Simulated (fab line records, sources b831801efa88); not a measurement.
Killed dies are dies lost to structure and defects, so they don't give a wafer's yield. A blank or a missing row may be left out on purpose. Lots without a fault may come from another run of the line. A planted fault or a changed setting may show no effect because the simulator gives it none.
fab line records | flow gf180mcu
record lots=7 wafers=21 last_day=34
route steps=602 shown MVPSD@86 VT_IMPLANT@90
lots that met no fault: from a run of the same line without faults
start_h: hours from the record's first day to the start of the lot's first wafer shown | wait_h: hours since the lot's step before | " the same as in the row above | L1.1+2: a row that stands for several wafers | - no value, or no start given | * or withheld: withheld | < > ~ a bound
route shown NAME@n: a module of which the file shows steps, and the number in the route of the first | usual: mean/standard deviation of fault-free wafers | same: alike in all rows | chamber/n: place in a boat | sites: the reading at each site | _std_site: their standard deviation | _edge_site: outer sites' mean less inner sites' | radius_mm: how far each site lies from the wafer's centre | mask NAME#n: copy n | behind: the tool/chamber that last shaped the wafer | hold: why the lot was held/for how many hours/how that ended | device: the transistor (n, p or np) that didn't switch | end of line: the same wafers' tests at the end of the route | a step without rows: its recipe alone | killed: dies lost to structure and defects at the first sort, not the wafer's yield | map: a wafer's dies, x killed, . not, _ none there
set.NAME: the setting as run; set.NAME@STEP: as run at that earlier step | model.NAME: the simulator's own value behind a step, which no gauge read
lots at some steps of the route; a table a step, a row a wafer
services: from which hour (start_h, from the record's first day; less than 0 if before it) a tool's chamber was out of use, for how many hours, and why
## steps
# step GF_MVPSD_IMPLANT_08
# recipe species=B energy_kev=170 dose_cm2=1.5e+13 tilt_deg=0
# step GF_MVPSD_IMPLANT_09
# recipe species=B energy_kev=40 dose_cm2=5e+12 tilt_deg=0
# step GF_MVPSD_STRIP_10
# recipe chemistry=O2/N2 power_w=1400 pressure_mtorr=1500 platen_temp_c=250 o2_flow_sccm=3000 n2_flow_sccm=300 overash_fraction=0.5
# usual drypump_motor_current_A=5.7/0.5 heater_power_w=317/25 oes_product_au=0.723/0.0048 strip_time_to_endpoint_s=36.96/0.13
# columns lot.wafer tool chamber start_h wait_h drypump_motor_current_A heater_power_w oes_product_au rf_hours_counter_h strip_time_to_endpoint_s
L102.1 plasma_asher-04 1 130.15 0.1 5.6 333 0.722 1 36.91
L102.2 " 0 " " 5.2 312 0.719 1 36.76
L102.5 " 0 " " 5.1 298 0.725 - 36.79
L104.1 plasma_asher-01 0 143.33 0.1 6.2 287 0.726 51 37.26
L104.2 " 1 " " 5.8 311 0.727 51 37.13
L104.4 " 1 " " 5.8 301 0.727 - 37.21
L111.2 plasma_asher-03 1 185.25 0.1 6.0 344 0.731 39 36.98
L111.3 " 1 " " 6.0 342 0.727 - 36.96
L111.4 " 0 " " 4.8 331 0.718 - 36.85
L112.1 plasma_asher-01 0 192.88 0.1 6.2 284 0.725 56 36.99
L112.3 " 0 " " 6.2 282 0.718 - 36.87
L112.4 " 1 " " 5.8 310 0.722 - 36.96
L113.2 plasma_asher-01 1 199.15 0.1 5.8 305 0.722 57 36.94
L113.5 " 0 " " 6.2 280 0.720 - 36.83
L113.6 " 1 " " 5.8 303 0.731 - 36.98
L118.1 plasma_asher-01 0 229.71 0.1 6.2 283 0.730 61 37.00
L118.3 " 0 " " 6.2 290 0.723 - 36.90
L118.4 " 1 " " 5.8 308 0.717 - 37.04
L119.4 plasma_asher-01 0 236.06 0.1 6.2 289 0.729 - 37.01
L119.5 " 0 " " 6.2 288 0.734 - 37.04
L119.6 " 1 " " 5.8 306 0.717 - 37.14
# step GF_MVPSD_TW_MEAS_11
# usual MVPSD_TW=549.0/2.7
# columns lot.wafer tool chamber start_h wait_h MVPSD_TW
L102.1 film_metro-02 - 130.25 0.1 555.2
L102.2 " - " " 554.1
L102.5 " - " " 554.7
L104.1 film_metro-01 - 143.43 0.1 548.2
L104.2 " - " " 549.8
L104.4 " - " " 548.7
L111.2 film_metro-01 - 185.36 0.1 548.8
L111.3 " - " " 549.6
L111.4 " - " " 547.9
L112.1 film_metro-01 - 192.98 0.1 548.1
L112.3 " - " " 550.0
L112.4 " - " " 548.5
L113.2 film_metro-02 - 199.26 0.1 551.5
L113.5 " - " " 552.4
L113.6 " - " " 554.5
L118.1 film_metro-04 - 229.81 0.1 545.7
L118.3 " - " " 549.1
L118.4 " - " " 547.1
L119.4 film_metro-04 - 236.16 0.1 544.8
L119.5 " - " " 546.5
L119.6 " - " " 545.4
# step GF_VT_IMPLANT_DEHYDRATE_00
# recipe temp_c=200 time_s=60
# step GF_VT_IMPLANT_HMDS_01
# recipe prime_time_s=60 prime_temp_c=120
# step GF_VT_IMPLANT_COAT_02
# recipe resist=NOVOLAK spin_rpm=3000 resist_thk_nm=1000
# step GF_VT_IMPLANT_SOFTBAKE_03
# recipe temp_c=90 time_s=60 resist=NOVOLAK
# step GF_VT_IMPLANT_EXPOSE_04
# recipe mask_id=LVPWELL_LV_AREA target_cd_nm=600 na=0.6 source_shape=conventional sigma_outer=0.6 dose_mj=140
# step GF_VT_IMPLANT_PEB_05
# recipe temp_c=withheld time_s=* resist=NOVOLAK
# step GF_VT_IMPLANT_DEVELOP_06
# recipe develop_time_s=60 dev_temp_c=23
# step GF_VT_IMPLANT_OVL_MEAS_07
# usual VT_IMPLANT_OVL=-0.4/1.4
# columns lot.wafer tool chamber start_h wait_h VT_IMPLANT_OVL[nm]
L102.1 overlay-02 - 145.63 0.1 -1.5
L102.2 " - " " -0.7
L102.5 " - " " -4.2
L104.1 overlay-01 - 158.84 0.1 1.0
L104.2 " - " " -1.4
L104.4 " - " " -0.7
L111.2 overlay-01 - 202.42 0.1 0.7
L111.3 " - " " 0.0
L111.4 " - " " 1.3
L112.1 overlay-02 - 210.14 0.1 0.2
L112.3 " - " " -1.7
L112.4 " - " " -1.1
L113.2 overlay-02 - 216.13 0.1 1.4
L113.5 " - " " 0.9
L113.6 " - " " 0.9
L118.1 overlay-02 - 248.24 0.1 -0.7
L118.3 " - " " 0.3
L118.4 " - " " -0.9
L119.4 overlay-01 - 255.00 0.1 -1.1
L119.5 " - " " -0.7
L119.6 " - " " 0.4
# step GF_VT_IMPLANT_IMPLANT_08
# recipe species=BF2 energy_kev=20 dose_cm2=8.29e+12 tilt_deg=7
# usual beam_energy_keV=20.000/0.0069
# same implant_ion_amu=49
# columns lot.wafer tool chamber start_h wait_h beam_energy_keV model.implant.rp_nm model.implant.drp_nm
L102.1 implanter-04 0 145.66 0.0 19.988 17.51 9.752
L102.2 " 0 " " 20.003 17.51 9.752
L102.5 " 0 " " 20.001 17.51 9.752
L104.1 implanter-01 0 158.88 0.0 19.998 17.44 9.752
L104.2 " 0 " " 19.996 17.44 9.752
L104.4 " 0 " " 19.994 17.44 9.752
L111.2 implanter-04 0 202.47 0.0 21.082 18.04 10.12
L111.3 " 0 " " 21.096 18.04 10.12
L111.4 " 0 " " 21.086 18.04 10.12
L112.1 implanter-04 0 210.18 0.0 21.093 18.2 10.12
L112.3 " 0 " " 21.099 18.2 10.12
L112.4 " 0 " " 21.095 18.2 10.12
L113.2 implanter-04 0 216.19 0.0 21.093 18.58 10.12
L113.5 " 0 " " 21.091 18.58 10.12
L113.6 " 0 " " 21.093 18.58 10.12
L118.1 implanter-01 0 248.28 0.0 20.010 17.02 9.752
L118.3 " 0 " " 20.004 17.02 9.752
L118.4 " 0 " " 19.998 17.02 9.752
L119.4 implanter-02 0 255.09 0.1 19.997 17.64 9.752
L119.5 " 0 " " 20.001 17.64 9.752
L119.6 " 0 " " 19.996 17.64 9.752
# step GF_VT_IMPLANT_STRIP_09
# recipe chemistry=O2/N2 power_w=1400 pressure_mtorr=1500 platen_temp_c=250 o2_flow_sccm=3000 n2_flow_sccm=300 overash_fraction=0.5
# usual drypump_motor_current_A=5.6/0.53 heater_power_w=321/20 oes_product_au=0.716/0.0049 strip_time_to_endpoint_s=12.63/0.034
# columns lot.wafer tool chamber start_h wait_h drypump_motor_current_A heater_power_w oes_product_au rf_hours_counter_h strip_time_to_endpoint_s
L102.1 plasma_asher-03 1 145.81 0.1 6.0 345 0.721 35 12.64
L102.2 " 0 " " 4.9 334 0.715 35 12.63
L102.5 " 1 " " 6.0 363 0.705 - 12.62
L104.1 plasma_asher-04 1 159.03 0.1 5.6 334 0.717 4 12.61
L104.2 " 0 " " 5.1 307 0.717 4 12.67
L104.4 " 0 " " 5.1 309 0.708 - 12.64
L111.2 plasma_asher-04 0 202.60 0.1 5.1 304 0.725 9 12.60
L111.3 " 1 " " 5.6 342 0.719 - 12.61
L111.4 " 0 " " 5.1 304 0.710 - 12.63
L112.1 plasma_asher-03 0 210.33 0.1 4.9 336 0.716 41 12.67
L112.3 " 1 " " 6.0 346 0.714 - 12.65
L112.4 " 0 " " 4.8 321 0.708 - 12.62
L113.2 plasma_asher-03 0 216.31 0.1 4.8 327 0.714 41 12.61
L113.5 " 1 " " 6.0 344 0.713 - 12.66
L113.6 " 0 " " 4.8 325 0.719 - 12.66
L118.1 plasma_asher-02 0 248.43 0.1 6.5 293 0.713 59 12.55
L118.3 " 0 " " 6.5 289 0.720 - 12.57
L118.4 " 1 " " 5.4 316 0.719 - 12.59
L119.4 plasma_asher-04 1 255.20 0.1 5.7 324 0.722 - 12.60
L119.5 " 1 " " 5.6 328 0.723 - 12.53
L119.6 " 0 " " 5.1 303 0.709 - 12.58
# step GF_VT_IMPLANT_TW_MEAS_10
# usual VT_IMPLANT_TW=559/3.8
# columns lot.wafer tool chamber start_h wait_h VT_IMPLANT_TW
L102.1 film_metro-03 - 145.91 0.1 556
L102.2 " - " " 555
L102.5 " - " " 554
L104.1 film_metro-04 - 159.13 0.1 564
L104.2 " - " " 558
L104.4 " - " " 563
L111.2 film_metro-02 - 202.71 0.1 570
L111.3 " - " " 570
L111.4 " - " " 568
L112.1 film_metro-02 - 210.43 0.1 573
L112.3 " - " " 573
L112.4 " - " " 569
L113.2 film_metro-02 - 216.42 0.1 571
L113.5 " - " " 574
L113.6 " - " " 571
L118.1 film_metro-02 - 248.53 0.1 562
L118.3 " - " " 562
L118.4 " - " " 566
L119.4 film_metro-03 - 255.29 0.1 556
L119.5 " - " " 557
L119.6 " - " " 558
# step GF_VT_IMPLANT_DEHYDRATE_11
# recipe temp_c=200 time_s=60
## services
# columns tool chamber start_h hours kind
plasma_asher-04 - 108.75 9.0 pm
plasma_asher-04 0 108.75 9.0 vent_cycle
plasma_asher-04 1 108.75 9.0 vent_cycle
plasma_asher-04 0 117.75 - clean
plasma_asher-04 1 117.75 - clean
implanter-01 - 127.28 2.0 repair
implanter-04 - 153.88 3.6 pm
plasma_asher-04 - 175.83 4.2 repair
implanter-02 - 184.17 4.7 repair
plasma_asher-03 - 186.51 2.8 pm
plasma_asher-03 - 191.42 9.2 repair
implanter-02 - 195.67 5.7 repair
plasma_asher-03 - 211.54 4.2 repair
plasma_asher-04 - 216.45 15.1 pm
implanter-01 - 227.20 3.3 pm
implanter-02 - 251.28 3.3 repair
implanter-01 - 251.61 0.9 repair
plasma_asher-02 - 253.37 1.4 repair
## key
first_sign step=GF_VT_IMPLANT_IMPLANT_08 reading=beam_energy_keV direction=up sigmas=99+ usual=20.000 struck=21.092
effect step=GF_VT_IMPLANT_TW_MEAS_10 reading=VT_IMPLANT_TW direction=up sigmas=3.2 usual=559 struck=571
model_effect step=GF_VT_IMPLANT_IMPLANT_08 value=implant.rp_nm without=17.53 struck=18.27
met_at GF_VT_IMPLANT_IMPLANT_08
struck_wafers L111.2,L111.3,L111.4,L112.1,L112.3,L112.4,L113.2,L113.5,L113.6
tester_left_out L111,L112,L113
onset_between 145.66 202.47
fault kind=process_parameter_drift tool=implanter-04 chamber=- onset_h=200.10 steps=GF_VT_IMPLANT_IMPLANT_08 channel=energy_kev offset=1.0939 shape=step end_h=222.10 acts_in=these_recipes_only stated=20
# tester_left_out: of these lots the tester's yield and bins aren't shown, on N5 and GAA mostly nor the transistor test; their killed dies are dies lost to structure and defects alone, not to doping, threshold or leakage, so they don't give the yield
